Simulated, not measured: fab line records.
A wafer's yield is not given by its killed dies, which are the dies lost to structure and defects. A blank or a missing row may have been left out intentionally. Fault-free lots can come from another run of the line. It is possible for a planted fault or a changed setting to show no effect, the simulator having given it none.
Which of the tools did it?	flow sky130	Sampling: 6 lots, 18 wafers, 3 of 708 route steps

WHAT EACH GAUGE READ, for each wafer
SKY_LDD_LDN_OVL_MEAS_07.
lot	measured	on	LDD_LDN_OVL (nm)
L631	day 24 15:02	overlay-01	-0.1 1.3 0.7
L634	day 25 18:47	overlay-01	0.0 -0.7 -0.3
L636	day 26 08:22	overlay-01	-2.3 -0.9 -2.1
L638	day 27 00:26	overlay-02	0.6 0.3 0.1
L640	day 27 14:33	overlay-02	-1.5 -0.3 -0.2
L649	day 30 21:25	overlay-01	-2.4 -1.8 -0.9

WHAT TOOL EACH LOT RAN ON (gives the tool, then ch and the chambers of the sampled wafers, and finally the start)
lot	SKY_LDD_HVN_STRIP_09	SKY_LDD_LDN_EXPOSE_04
L631	plasma asher-03 ch 0,1, day 22 02:55	iline stepper-02 ch 0, day 24 00:05
L634	plasma asher-02 ch 0,1, day 23 06:19	iline stepper-01 ch 0, day 25 03:49
L636	plasma asher-02 ch 0,1, day 23 20:00	iline stepper-01 ch 0, day 25 18:14
L638	plasma asher-02 ch 0,1, day 24 13:22	iline stepper-02 ch 0, day 26 09:25
L640	plasma asher-02 ch 0,1, day 25 03:17	iline stepper-02 ch 0, day 27 00:10
L649	plasma asher-03 ch 0,1, day 28 14:07	iline stepper-01 ch 0, day 30 06:58
- SKY_LDD_HVN_STRIP_09: strips in O2/N2.
- SKY_LDD_LDN_EXPOSE_04: exposes mask LDNTM, target cd 700 nm.

THE ANSWER, worked out from the rows above alone
Rule: usual is defined by the lots themselves. Put in order of their means at a reading, lots are off if they are a third of the lots or fewer, leave a main group of 4 or more, and stand apart from it by a gap of 3 or more times the standard deviation of the main group's means; of several such gaps the widest counts. A main group is skipped when, at the precision printed for the reading in the tables above, its means are all equal. Also off: a lot with no number at a reading for which 4 or more lots have one. The other lots that the step has rows for count as sound.
Across all readings shown, no lot is off: no conclusion can be drawn from this.

WHAT THE SIMULATOR HAD INSERTED
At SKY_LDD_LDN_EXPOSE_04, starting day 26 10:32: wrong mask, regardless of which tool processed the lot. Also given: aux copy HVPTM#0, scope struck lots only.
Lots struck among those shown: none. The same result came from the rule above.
